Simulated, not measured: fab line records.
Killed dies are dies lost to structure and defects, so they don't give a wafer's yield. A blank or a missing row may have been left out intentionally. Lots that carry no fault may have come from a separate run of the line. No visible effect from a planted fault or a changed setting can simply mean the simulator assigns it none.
fab line records	flow sfqLine
record: lots: 5	wafers: 14	lastDay: 77
route steps=325 shown M0@32 I0@43 M1@58 I1@73 M8@325
lots that met no fault: taken from a fault-free run of the same line
startH: hours from the record's opening day to when the first of the lot's shown wafers began	waitH: hours from the lot's prior step to this one	" same as the row above	L1.1+2: several wafers, shown together as one row	- either no value or no given start	* or withheld: withheld	< > ~ a bound
route shown NAME@n: NAME is a module with steps in the file, n the number in the route of the first one	usual: mean/standard deviation of fault-free wafers	same: alike in all rows	chamber/n: place in a boat	sites: the reading at each site	_std_site: how widely they spread, as a standard deviation	_edge_site: inner sites' mean taken away from outer sites' mean	radiusMm: how far each site lies from the wafer's centre	mask NAME#n: copy n	behind: the last tool/chamber to shape the wafer	hold: the reason the lot was held/the length of the hold in hours/how it ended	device: the n, p or np transistor that did not switch	end of line: tests of these same wafers at the route's end	where a step has no rows: the recipe by itself	killed: at the first sort, the dies lost to defects and structure; wafer yield is something else	map: shows each die of a wafer: x if killed, . if not, _ if none is there
set.NAME: the setting that was run; set.NAME@STEP: the one run at that earlier step	model.NAME: the simulator's own value behind a step, which no gauge read
a table for each step, a row for each wafer; lots at some steps of the route
services: from which hour (startH, from the record's first day; less than 0 if before it) a tool's chamber was out of use, for how many hours, and why
== steps ==
step: SFQ_TRILAYER_M0_LITHO_COAT_026
recipe: resist: BARC	spinRpm: 3000	resistThkNm: 62
step: SFQ_TRILAYER_M0_LITHO_COAT_021
recipe: resist: KrF	spinRpm: 3000	resistThkNm: 600
step: SFQ_TRILAYER_M0_LITHO_SOFTBAKE_025
recipe: tempC: withheld	timeS: withheld	resist: KrF
step: SFQ_TRILAYER_M0_LITHO_EXPOSE_022
recipe: maskId: M0	na: 0.6	sourceShape: conventional	sigmaOuter: 0.65	targetCdNm: 500	doseMj: 14.4
step: SFQ_TRILAYER_M0_LITHO_PEB_024
recipe: pebTempC: 115	pebTimeS: 60	resist: KrF
step: SFQ_TRILAYER_M0_LITHO_DEVELOP_023
recipe: timeS: 60	resist: KrF
step: SFQ_M0_OVL_MEAS_906
usual: M0_OVL: -3/4.8
lot.wafer	tool	chamber	startH	waitH	M0_OVL[nm]
L354.1	overlay-02	-	166.20	0.1	0
L354.3	"	-	"	"	-5
L354.5	"	-	"	"	-2
L356.3	overlay-02	-	177.01	0.1	-3
L356.4	"	-	"	"	1
L356.5	"	-	"	"	-12
L357.3	overlay-02	-	178.66	0.1	2
L357.6	"	-	"	"	-4
L375.1	overlay-01	-	304.81	0.1	-8
L375.2	"	-	"	"	-1
L375.3	"	-	"	"	-11
L376.1	overlay-01	-	312.01	0.1	2
L376.3	"	-	"	"	1
L376.4	"	-	"	"	0
step: SFQ_TRILAYER_M0_BARC_OPEN_METAL_ETCH_031
recipe: maskMaterial: PR	chemistry: O2	targetDepthNm: 125	target: BARC	icpW: 600	biasW: 80	pressureMtorr: 10	timeS: 41.7
usual: drypumpMotorCurrentA: 5.7/0.43	oesProductAu: 0.685/0.0046
lot.wafer	tool	chamber	startH	waitH	drypumpMotorCurrentA	oesProductAu	rfHoursCounterH
L354.1	rieMetal-01	1	166.24	0.0	5.8	0.682	6
L354.3	"	1	"	"	5.9	0.691	-
L354.5	"	0	"	"	5.0	0.679	-
L356.3	rieMetal-04	0	177.08	0.1	6.0	0.683	-
L356.4	"	0	"	"	6.0	0.675	-
L356.5	"	0	"	"	6.0	0.687	-
L357.3	rieMetal-02	1	178.70	0.0	5.6	0.682	-
L357.6	"	1	"	"	5.6	0.676	-
L375.1	rieMetal-01	1	304.84	0.0	5.8	0.684	29
L375.2	"	0	"	"	5.0	0.682	47
L375.3	"	1	"	"	5.8	0.682	-
L376.1	rieMetal-01	1	312.04	0.0	5.8	0.688	30
L376.3	"	1	"	"	5.8	0.695	-
L376.4	"	0	"	"	5.0	0.692	-
step: SFQ_TRILAYER_M0_ETCH_METAL_ETCH_024
recipe: target: Nb	stopOn: SiO2	maskMaterial: PR	chemistry: Cl2/Ar	targetDepthNm: 240	icpW: 600	biasW: 80	pressureMtorr: 10	timeS: 120
usual: drypumpMotorCurrentA: 5.7/0.42	oesProductAu: 0.895/0.0083
lot.wafer	tool	chamber	startH	waitH	drypumpMotorCurrentA	oesProductAu	rfHoursCounterH
L354.1	rieMetal-01	1	166.30	0.0	5.8	0.894	6
L354.3	"	1	"	"	5.8	0.895	-
L354.5	"	0	"	"	5.0	0.899	-
L356.3	rieMetal-04	0	177.24	0.1	6.0	0.891	-
L356.4	"	0	"	"	6.0	0.869	-
L356.5	"	0	"	"	6.0	0.876	-
L357.3	rieMetal-02	1	178.78	0.1	5.6	0.896	-
L357.6	"	1	"	"	5.6	0.889	-
L375.1	rieMetal-01	1	304.90	0.0	5.8	0.892	29
L375.2	"	0	"	"	5.0	0.891	47
L375.3	"	1	"	"	5.9	0.899	-
L376.1	rieMetal-01	1	312.10	0.0	5.9	0.905	30
L376.3	"	1	"	"	5.8	0.879	-
L376.4	"	0	"	"	5.0	0.900	-
step: SFQ_TRILAYER_M0_STRIP_STRIP_025
recipe: gas: O2	powerW: 200	platenTempC: 40	overashFraction: 0.65	chemistry: O2	pressureMtorr: 50
step: SFQ_TRILAYER_M0_STRIP_SOLV_CLEAN_026
recipe: chemistry: NMP	tempC: 70	timeS: 600
step: SFQ_TRILAYER_I0_DEP_PECVD_027
recipe: material: SiO2	tempC: 150	timeS: 111.11	pressureTorr: 2.4	rfW: 183.3	precursor: SiH4/N2O	targetThkNm: 500
usual: heaterPowerW: 83/9.1	throttleValvePct: 24.2/0.97
lot.wafer	tool	chamber	startH	waitH	heaterPowerW	throttleValvePct
L354.1	pecvd-01	2	167.20	0.0	89	23.5
L354.3	"	1	"	"	89	25.0
L354.5	"	0	"	"	82	24.7
L356.3	pecvd-01	1	178.78	0.0	77	25.2
L356.4	"	1	"	"	83	25.1
L356.5	"	0	"	"	82	24.6
L357.3	pecvd-04	0	179.64	0.0	61	24.3
L357.6	"	0	"	"	66	24.1
L375.1	pecvd-01	0	305.80	0.0	74	25.6
L375.2	"	1	"	"	90	25.5
L375.3	"	2	"	"	91	23.6
L376.1	pecvd-03	0	313.02	0.0	99	24.9
L376.3	"	1	"	"	91	23.9
L376.4	"	1	"	"	73	24.1
step: SFQ_TRILAYER_I0_CMP_CMP_028
recipe: material: SiO2	downForcePsi: 3	platenRpm: 60	padVelocityMS: 0.94248
usual: headPressurePsi: 3.001/0.0072	motorCurrentA: 9.8/0.74	timeToEndpointS: 216/8.2
lot.wafer	tool	chamber	startH	waitH	headPressurePsi	motorCurrentA	timeToEndpointS	model.SiO2_of_TRILAYER_I0_DEP_PECVD_027.thkNm
L354.1	cmp-02	0	171.89	4.7	3.000	9.6	221	201.6
L354.3	"	1	"	"	3.006	9.0	210	199.2
L354.5	"	0	173.89	6.6	3.011	9.6	221	199.4
L356.3	cmp-01	2	179.27	0.5	3.004	9.8	225	200.9
L356.4	"	1	180.77	1.9	2.992	9.6	217	198.8
L356.5	"	2	"	"	2.989	10.0	218	200.2
L357.3	cmp-02	0	180.49	0.8	3.015	9.8	180	251.1
L357.6	"	1	182.99	3.3	2.999	8.9	213	199
L375.1	cmp-01	2	311.63	5.8	2.998	9.8	220	202.3
L375.3	"	3	"	"	3.000	9.3	213	200.4
L375.2	"	0	"	"	3.001	9.6	219	200.8
L376.3	cmp-01	2	317.63	4.6	2.995	9.5	206	203.2
L376.1	"	0	318.63	5.6	3.002	9.8	208	201.7
L376.4	"	1	"	"	3.008	9.9	210	198.7
step: SFQ_I0_BOW_MEAS_907
recipe: mode: bow
usual: I0_BOW: 0/7.3
lot.wafer	tool	chamber	startH	waitH	I0_BOW[um]
L354.1	filmMetro-01	-	174.39	2.0	9
L354.3	"	-	"	"	8
L354.5	"	-	"	"	0
L356.3	filmMetro-01	-	182.31	2.5	-5
L356.4	"	-	"	"	-4
L356.5	"	-	"	"	-2
L357.3	filmMetro-04	-	183.53	2.5	8
L357.6	"	-	"	"	6
L375.1	filmMetro-01	-	314.63	2.5	4
L375.2	"	-	"	"	-14
L375.3	"	-	"	"	8
L376.1	filmMetro-02	-	320.63	1.5	-5
L376.3	"	-	"	"	8
L376.4	"	-	"	"	-2
step: SFQ_TRILAYER_I0_METRO_MEASURE_029
usual: thkNm: 200.2/1.4
lot.wafer	tool	chamber	startH	waitH	thkNm
L354.1	filmMetro-01	-	174.51	0.1	201.7
L354.3	"	-	"	"	199.3
L354.5	"	-	"	"	199.4
L356.3	filmMetro-01	-	182.79	0.5	200.9
L356.4	"	-	"	"	198.7
L356.5	"	-	"	"	200.4
L357.3	filmMetro-04	-	184.01	0.5	251.2
L357.6	"	-	"	"	199.0
L375.1	filmMetro-01	-	314.75	0.1	202.3
L375.2	"	-	"	"	200.7
L375.3	"	-	"	"	200.5
L376.1	filmMetro-02	-	320.75	0.1	201.6
L376.3	"	-	"	"	203.1
L376.4	"	-	"	"	198.7
step: SFQ_TRILAYER_I0_VIA_LITHO_COAT_036
recipe: resist: BARC	spinRpm: 3000	resistThkNm: 62
step: SFQ_TRILAYER_I0_VIA_LITHO_COAT_031
recipe: resist: KrF	spinRpm: 3000	resistThkNm: 650
step: SFQ_TRILAYER_I0_VIA_LITHO_SOFTBAKE_035
recipe: tempC: withheld	timeS: withheld	resist: KrF
step: SFQ_TRILAYER_I0_VIA_LITHO_EXPOSE_032
recipe: maskId: I0	na: 0.6	sourceShape: conventional	sigmaOuter: 0.65	targetCdNm: 500	doseMj: 21.3
step: SFQ_TRILAYER_I0_VIA_LITHO_PEB_034
recipe: pebTempC: 115	pebTimeS: 60	resist: KrF
step: SFQ_TRILAYER_I0_VIA_LITHO_DEVELOP_033
recipe: timeS: 60	resist: KrF
step: SFQ_I0_OVL_MEAS_908
usual: I0_OVL: -1/5.3
lot.wafer	tool	chamber	startH	waitH	I0_OVL[nm]
L354.1	overlay-02	-	233.40	0.1	-8
L354.3	"	-	"	"	-5
L354.5	"	-	"	"	-5
L356.3	overlay-02	-	239.41	0.1	2
L356.4	"	-	"	"	4
L356.5	"	-	"	"	0
L357.3	overlay-02	-	243.01	0.1	-7
L357.6	"	-	"	"	-1
L375.1	overlay-01	-	379.21	0.1	11
L375.2	"	-	"	"	11
L375.3	"	-	"	"	10
L376.1	overlay-02	-	382.81	0.1	3
L376.3	"	-	"	"	-1
L376.4	"	-	"	"	-3
step: SFQ_TRILAYER_I0_VIA_BARC_OPEN_VIA_ETCH_046
recipe: maskMaterial: PR	chemistry: O2	targetDepthNm: 125	target: BARC	sourceW: 500	biasW: 80	pressureMtorr: 30	timeS: 41.7
usual: drypumpMotorCurrentA: 5.7/0.42	oesProductAu: 0.685/0.0042
lot.wafer	tool	chamber	startH	waitH	drypumpMotorCurrentA	oesProductAu	rfHoursCounterH
L354.1	rieDiel-04	3	233.44	0.0	5.8	0.688	100
L354.3	"	0	"	"	5.7	0.677	90
L354.5	"	1	"	"	5.8	0.682	-
L356.3	rieDiel-01	2	239.44	0.0	6.1	0.685	101
L356.4	"	0	"	"	4.8	0.686	119
L356.5	"	3	"	"	5.7	0.682	-
L357.3	rieDiel-04	0	243.04	0.0	5.7	0.684	90
L357.6	"	2	"	"	5.9	0.686	-
L375.1	rieDiel-01	2	379.24	0.0	6.1	0.683	104
L375.2	"	3	"	"	5.8	0.685	1
L375.3	"	1	"	"	5.8	0.684	57
L376.1	rieDiel-04	3	382.84	0.0	5.8	0.685	103
L376.3	"	1	"	"	5.8	0.685	104
L376.4	"	2	"	"	5.9	0.688	11
step: SFQ_TRILAYER_I0_VIA_ETCH_VIA_ETCH_034
recipe: target: SiO2	stopOn: Nb	maskMaterial: PR	taperDeg: 20	chemistry: CHF3	targetDepthNm: 260	sourceW: 500	biasW: 80	pressureMtorr: 30	timeS: withheld
usual: drypumpMotorCurrentA: 5.7/0.42	oesProductAu: 0.855/0.0053
lot.wafer	tool	chamber	startH	waitH	drypumpMotorCurrentA	oesProductAu	model.I0.featureDepthNm	model.etch.depthNm
L354.1	rieDiel-04	3	233.48	0.0	5.8	0.859	201.6	201.6
L354.3	"	0	"	"	5.7	0.857	199.2	199.2
L354.5	"	1	"	"	5.8	0.853	199.4	199.4
L356.3	rieDiel-01	2	239.48	0.0	6.1	0.865	200.9	200.9
L356.4	"	0	"	"	4.8	0.844	198.8	198.8
L356.5	"	3	"	"	5.8	0.852	200.2	200.2
L357.3	rieDiel-04	0	243.08	0.0	5.7	0.980	251.1	251.1
L357.6	"	2	"	"	5.9	0.847	199	199
L375.1	rieDiel-01	2	379.28	0.0	6.1	0.861	202.3	202.3
L375.2	"	3	"	"	5.7	0.852	200.8	200.8
L375.3	"	1	"	"	5.8	0.861	200.4	200.4
L376.1	rieDiel-04	3	382.88	0.0	5.8	0.859	201.7	201.7
L376.3	"	1	"	"	5.8	0.863	203.2	203.2
L376.4	"	2	"	"	5.9	0.842	198.7	198.7
step: SFQ_TRILAYER_I0_VIA_STRIP_STRIP_035
recipe: gas: O2	powerW: 200	platenTempC: 40	overashFraction: 0.65	chemistry: O2	pressureMtorr: 50
step: SFQ_TRILAYER_I0_VIA_STRIP_SOLV_CLEAN_036
recipe: chemistry: NMP	tempC: 70	timeS: 600
step: SFQ_TRILAYER_M1_DEP_PRE_CLEAN_038
recipe: gas: Ar	timeS: 22.5	biasV: 250
lot.wafer	tool	chamber	startH	waitH	model.SiO2_of_TRILAYER_I0_DEP_PECVD_027.thkNm
L354.1	pvdSputter-03	-	234.36	0.0	194.1
L354.3	"	-	"	"	191.7
L354.5	"	-	"	"	191.8
L356.3	pvdSputter-04	-	240.36	0.0	193.4
L356.4	"	-	"	"	191.3
L356.5	"	-	"	"	192.7
L357.3	pvdSputter-04	-	244.14	0.0	243.6
L357.6	"	-	"	"	191.5
L375.1	pvdSputter-03	-	380.77	0.0	194.8
L375.2	"	-	"	"	193.3
L375.3	"	-	"	"	192.9
L376.1	pvdSputter-06	-	383.77	0.0	194.2
L376.3	"	-	"	"	195.7
L376.4	"	-	"	"	191.2
step: SFQ_TRILAYER_M1_DEP_SPUTTER_037
recipe: material: Nb	basePressurePa: 1.33e-06	chamberPressurePa: 0.1333	substrateTempC: 20	resputterCathodeVoltageV: 400	targetThkNm: 200	powerW: 2000	timeS: 133.3
step: SFQ_M1_RS_MEAS_909
recipe: thkMeasGauge: four-point-probe	reads: Nb_of_TRILAYER_M1_DEP_SPUTTER_037
usual: M1_NB_RS: 0.892/0.012
lot.wafer	tool	chamber	startH	waitH	M1_NB_RS[ohm/sq]
L354.1	filmMetro-01	-	234.48	0.0	0.870
L354.3	"	-	"	"	0.865
L354.5	"	-	"	"	0.887
L356.3	filmMetro-01	-	240.52	0.1	0.899
L356.4	"	-	"	"	0.895
L356.5	"	-	"	"	0.900
L357.3	filmMetro-03	-	244.30	0.1	0.895
L357.6	"	-	"	"	0.887
L375.1	filmMetro-03	-	380.89	0.0	0.897
L375.2	"	-	"	"	0.890
L375.3	"	-	"	"	0.890
L376.1	filmMetro-01	-	383.89	0.0	0.897
L376.3	"	-	"	"	0.882
L376.4	"	-	"	"	0.885
step: SFQ_TRILAYER_M1_LITHO_COAT_044
recipe: resist: BARC	spinRpm: 3000	resistThkNm: 62
step: SFQ_TRILAYER_M1_LITHO_COAT_039
recipe: resist: KrF	spinRpm: 3000	resistThkNm: 600
step: SFQ_TRILAYER_M1_LITHO_SOFTBAKE_043
recipe: tempC: withheld	timeS: withheld	resist: KrF
step: SFQ_TRILAYER_M1_LITHO_EXPOSE_040
recipe: maskId: M1	na: 0.6	sourceShape: conventional	sigmaOuter: 0.65	targetCdNm: 500	doseMj: 14.4
step: SFQ_TRILAYER_M1_LITHO_PEB_042
recipe: pebTempC: 115	pebTimeS: 60	resist: KrF
step: SFQ_TRILAYER_M1_LITHO_DEVELOP_041
recipe: timeS: 60	resist: KrF
step: SFQ_M1_OVL_MEAS_911
usual: M1_OVL: -2/6
lot.wafer	tool	chamber	startH	waitH	M1_OVL[nm]
L354.1	overlay-02	-	300.01	0.1	0
L354.3	"	-	"	"	2
L354.5	"	-	"	"	3
L356.3	overlay-02	-	306.02	0.1	-5
L356.4	"	-	"	"	-2
L356.5	"	-	"	"	-8
L357.3	overlay-02	-	309.62	0.1	-9
L357.6	"	-	"	"	-10
L375.1	overlay-01	-	444.66	0.1	-8
L375.2	"	-	"	"	-5
L375.3	"	-	"	"	-7
L376.1	overlay-01	-	445.86	0.1	-1
L376.3	"	-	"	"	-1
L376.4	"	-	"	"	3
step: SFQ_TRILAYER_M1_BARC_OPEN_METAL_ETCH_054
recipe: maskMaterial: PR	chemistry: O2	targetDepthNm: 125	target: BARC	icpW: 600	biasW: 80	pressureMtorr: 10	timeS: 41.7
step: SFQ_TRILAYER_M1_ETCH_METAL_ETCH_042
recipe: target: Nb	stopOn: SiO2	maskMaterial: PR	chemistry: Cl2/Ar	targetDepthNm: 240	icpW: 600	biasW: 80	pressureMtorr: 10	timeS: 120
step: SFQ_TRILAYER_M1_STRIP_STRIP_043
recipe: gas: O2	powerW: 200	platenTempC: 40	overashFraction: 0.65	chemistry: O2	pressureMtorr: 50
step: SFQ_TRILAYER_M1_STRIP_SOLV_CLEAN_044
recipe: chemistry: NMP	tempC: 70	timeS: 600
step: SFQ_TRILAYER_I1_DEP_PECVD_045
recipe: material: SiO2	tempC: 150	timeS: 111.11	pressureTorr: 2.4	rfW: 183.3	precursor: SiH4/N2O	targetThkNm: 500
usual: heaterPowerW: 76/15	throttleValvePct: 24.9/1.4
lot.wafer	tool	chamber	startH	waitH	heaterPowerW	throttleValvePct
L354.1	pecvd-01	0	301.18	0.0	74	25.3
L354.3	"	2	"	"	92	23.4
L354.5	"	2	"	"	91	23.6
L356.3	pecvd-02	2	307.02	0.0	96	25.6
L356.4	"	1	"	"	54	27.0
L356.5	"	0	"	"	62	26.1
L357.3	pecvd-04	2	310.78	0.0	91	22.6
L357.6	"	1	"	"	72	24.2
L375.1	pecvd-04	2	445.65	0.0	82	23.1
L375.2	"	1	"	"	72	24.3
L375.3	"	0	"	"	71	22.8
L376.1	pecvd-02	0	446.85	0.0	65	26.0
L376.3	"	0	"	"	66	26.1
L376.4	"	1	"	"	54	27.2
step: SFQ_M8_BOW_MEAS_951
recipe: mode: bow
usual: M8_BOW: 5/12
lot.wafer	tool	chamber	startH	waitH	M8_BOW[um]	model.etest.i0.linkOhm
L354.1	filmMetro-04	-	1668.39	0.0	17	1.938
L354.3	"	-	"	"	17	1.92
L354.5	"	-	"	"	10	1.962
L356.3	filmMetro-01	-	1674.25	0.0	-10	1.979
L356.4	"	-	"	"	-9	1.999
L356.5	"	-	"	"	-7	1.99
L357.3	filmMetro-04	-	1693.00	0.0	10	2.022
L357.6	"	-	"	"	9	1.964
L375.1	filmMetro-02	-	1837.07	0.0	18	1.983
L375.2	"	-	"	"	1	1.971
L375.3	"	-	"	"	23	1.962
L376.1	filmMetro-01	-	1841.87	0.0	-4	1.956
L376.3	"	-	"	"	11	1.981
L376.4	"	-	"	"	0	1.951
== services ==
tool	chamber	startH	hours	kind
rieDiel-01	0	145.84	3.2	repair
rieDiel-04	3	147.96	15.1	repair
cmp-01	-	158.91	4.6	pm
pecvd-01	-	162.98	0.9	repair
pecvd-01	-	173.21	5.5	pm
rieDiel-01	1	177.23	4.8	repair
rieDiel-04	1	191.93	4.2	repair
cmp-01	-	210.11	1.1	repair
rieDiel-04	-	211.37	0.3	repair
filmMetro-01	-	213.11	0.3	pm
filmMetro-01	-	223.58	1.2	pm
rieMetal-01	-	249.43	1.4	repair
rieDiel-04	-	250.12	0.1	repair
rieDiel-01	3	278.63	8.8	repair
rieMetal-01	-	298.66	1.4	pm
rieDiel-04	-	311.40	1.0	repair
pecvd-01	1	356.91	9.4	repair
rieMetal-01	0	368.78	20.3	repair
rieMetal-01	-	374.90	0.7	repair
rieDiel-04	-	377.89	2.8	pm
rieDiel-01	3	384.32	9.5	repair
rieDiel-04	-	388.08	15.6	pm
rieDiel-01	3	409.49	12.7	repair
rieDiel-01	1	421.99	2.0	repair
== key ==
firstSign: step: SFQ_TRILAYER_I0_CMP_CMP_028	reading: timeToEndpointS	direction: down	sigmas: 4.4	usual: *	struck: *
effect: step: SFQ_TRILAYER_I0_METRO_MEASURE_029	reading: thkNm	direction: up	sigmas: 37	usual: 200.2	struck: 251.2
effect: step: SFQ_TRILAYER_I0_VIA_ETCH_VIA_ETCH_034	reading: oesProductAu	direction: up	sigmas: 24	usual: 0.855	struck: 0.980
modelEffect: step: SFQ_TRILAYER_I0_CMP_CMP_028	value: SiO2_of_TRILAYER_I0_DEP_PECVD_027.thkNm	without: 201.1	struck: 251.1
modelEffect: step: SFQ_TRILAYER_I0_VIA_ETCH_VIA_ETCH_034	value: I0.featureDepthNm	without: 201.1	struck: 251.1
modelEffect: step: SFQ_TRILAYER_M1_DEP_PRE_CLEAN_038	value: SiO2_of_TRILAYER_I0_DEP_PECVD_027.thkNm	without: 193.6	struck: 243.6
modelEffect: step: SFQ_M8_BOW_MEAS_951	value: etest.i0.linkOhm	without: 1.975	struck: 2.022
metAt SFQ_TRILAYER_I0_CMP_CMP_028
struckWafers L357.3
fault: kind: processParameterDrift	tool: cmp-02	chamber: -	onsetH: 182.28	steps: SFQ_TRILAYER_I0_CMP_CMP_028	channel: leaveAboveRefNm	offset: 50	shape: step	endH: 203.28	scope: struckWafersOnly	actsIn: theseRecipesOnly	stated: 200
